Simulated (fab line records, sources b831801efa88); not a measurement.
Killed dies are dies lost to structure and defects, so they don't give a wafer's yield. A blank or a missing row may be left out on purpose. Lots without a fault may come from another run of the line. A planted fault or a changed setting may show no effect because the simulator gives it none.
One fault seen from 2 desks | flow gf180mcu | each desk has only its own numbers; what lay behind them comes last

THE METROLOGY DESK
What the gauges read, lot by lot, whatever tool the lot ran on: means of the sampled wafers that have a number. A lot is out of limits, marked OUT, if its mean lies more than 4 standard deviations from the usual mean; the brackets give that distance.
Columns: A = LVPWELL_TW at GF_LVPWELL_TW_MEAS_11, usual 558; B = MVSD_RS at GF_VT_IMPLANT_RS_MEAS_46, usual 457.4 ohm/sq; C = MVPSD_RS at GF_VT_IMPLANT_RS_MEAS_49, usual 1170 ohm/sq
lot  | first seen here | A   | B                | C
L780 | day 3 21:03     | 554 | 456.8            | 1167
L781 | day 4 00:56     | 549 | 457.2            | 1169
L783 | day 4 15:40     | 551 | 460.4            | 1181
L786 | day 5 06:25     | 556 | 456.3            | 1164
L787 | day 5 12:17     | 561 | 458.9            | 1173
L788 | day 5 19:42     | 557 | 457.6            | 1170
L789 | day 6 01:30     | 551 | 446.6 (-8.3) OUT | 1166
L792 | day 6 17:20     | 553 | 458.1            | 1170
L793 | day 6 23:07     | 567 | 446.1 (-8.7) OUT | 1168
L796 | day 7 15:15     | 559 | 456.4            | 1169
L797 | day 7 21:44     | 565 | 458.8            | 1171
L799 | day 8 08:58     | 564 | 456.5            | 1169
L801 | day 8 18:56     | 562 | 455.3            | 1168
This desk's finding: out of limits on L789, L793; first on L789, day 10 02:56 (MVSD_RS at GF_VT_IMPLANT_RS_MEAS_46). In limits: L780, L781, L783, L786, L787, L788, L792, L796, L797, L799, L801.

THE TOOL OWNER'S DESK: implanter-01
The tool's own readings at GF_MVSD_IMPLANT_08: means of the sampled wafers that have a number, for each lot that ran on this tool. A lot is out of limits, marked OUT, if its mean lies more than 4 standard deviations from the usual mean; the brackets give that distance.
Columns: A = dose_ions_cm2 at GF_MVSD_IMPLANT_08, usual 1.5993e+13; B = end_station_pressure_torr at GF_MVSD_IMPLANT_08, usual 5.04e-06 Torr
lot  | first seen here | A                    | B
L780 | day 4 10:17     | 1.5989e+13           | 5.04e-06
L783 | day 5 05:50     | 1.5999e+13           | 5.22e-06
L786 | day 5 21:00     | 1.5971e+13           | 5.02e-06
L788 | day 6 10:18     | 1.5995e+13           | 5.16e-06
L789 | day 6 16:03     | 1.6777e+13 (+49) OUT | 5.05e-06
L793 | day 7 14:41     | 1.6751e+13 (+47) OUT | 4.95e-06
This desk's finding: out of limits on L789, L793; first on L789, day 6 16:03 (dose_ions_cm2 at GF_MVSD_IMPLANT_08). In limits: L780, L783, L786, L788.

PUT TOGETHER
The tool owner's desk could have raised an alarm at day 6 16:03, on L789, L793.
The metrology desk could have raised an alarm at day 10 02:56, on L789, L793.
Of the lots named, all ran GF_MVSD_IMPLANT_08 on implanter-01.

WHAT THE SIMULATOR HAD PUT IN
Process parameter drift: implanter-01, from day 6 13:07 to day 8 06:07, at GF_MVSD_IMPLANT_08. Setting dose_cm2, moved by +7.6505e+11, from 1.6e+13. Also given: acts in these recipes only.
Lots struck among those shown: L789, L793.
Hours from the fault's start to each desk's first reading out of limits: the tool owner's desk, 3; the metrology desk, 86.
